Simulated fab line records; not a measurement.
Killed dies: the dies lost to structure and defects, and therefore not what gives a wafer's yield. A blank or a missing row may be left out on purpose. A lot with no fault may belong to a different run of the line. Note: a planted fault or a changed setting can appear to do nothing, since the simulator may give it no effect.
Problem report in the 8D (eight disciplines) form, filled by code :: flow gf180mcu :: the parts of the form that need people (team, actions taken, sign-off) are left out

## 1. WHAT IS WRONG
At GF_HV_LDD_COAT_02, spin speed rpm averages 3139.6 rpm over 6 wafers from 2 lots, while fault-free wafers read 3000.0 rpm, standard deviation 2.1. Relative to the usual mean, that is a shift of +66 standard deviations.
The step: resist thk 1000 nm.
The first sign was on wafer L323.1 at day 12 08:50, on litho track-01. The record has a number at this step for 36 wafers belonging to 12 lots. The rule behind "out" and "out of limits": a value lying over 4 standard deviations away from the usual mean. All remaining wafers that have a number are taken as sound.

## 2. WHAT IT IS, AND WHAT IT ISN'T
question: which readings at this step
is: spin speed rpm
is not: -

question: which lots
is: L323, L325
is not: L315, L316, L318, L319, L321, L330, L334, L335, L336, L337

question: which wafers of those lots
is: all that have a number
is not: -

question: read on which tools
is: litho track-01
is not: litho track-02, litho track-04

question: when
is: from day 12 08:50
is not: up to then (15 sound wafers); but 15 sound wafers of L330, L334, L335, L336, L337 came after

## 3. WHAT RULES OUT EACH SUSPECT
Counting: a tool stays on the suspect list if, at a process step up to the reading, it processed all lots that are out and no sound lot following the first of them.
- litho track-01 at GF_HV_LDD_COAT_02 (resist thk 1000 nm): ruled out as a lasting fault. Sound lots L335, L337 ran on it after its first lot that is out, L323 (day 12 08:50).
Left after counting: nothing in the record.

## 4. THE CAUSE (what the simulator had put in)
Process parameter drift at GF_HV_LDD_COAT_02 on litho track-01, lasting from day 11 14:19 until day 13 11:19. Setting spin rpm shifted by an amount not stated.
Counting ruled it out, wrongly.

## 5. THE EFFECT CHAIN, in route order
Each row: a reading whose mean over the struck wafers that have a number lies more than 3 standard deviations from the usual. Scope: only readings with a usual standard deviation given in the record; hours: median across lots of the time from each lot's start at the first step in this table that gives one to its start at this step; sigmas: change in usual standard deviations.
hours: 0
step: GF_HV_LDD_COAT_02
reading: spin speed rpm
usual: 3000.0 rpm
on struck wafers: 3139.6
change: +139.6
sigmas: +66

hours: 10
step: GF_HV_LDD_STRIP_10
reading: strip time to endpoint s
usual: 12.64 s
on struck wafers: 12.40
change: -0.24
sigmas: -6.3
Here are the process steps it includes:
- GF_HV_LDD_COAT_02: resist thk 1000 nm.
- GF_HV_LDD_STRIP_10: strips in O2/N2.

## 6. HOW IT WOULD HAVE BEEN CAUGHT EARLIER
In this record the first reading out of limits was taken at day 12 08:50, 19 hours after the fault began at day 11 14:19.
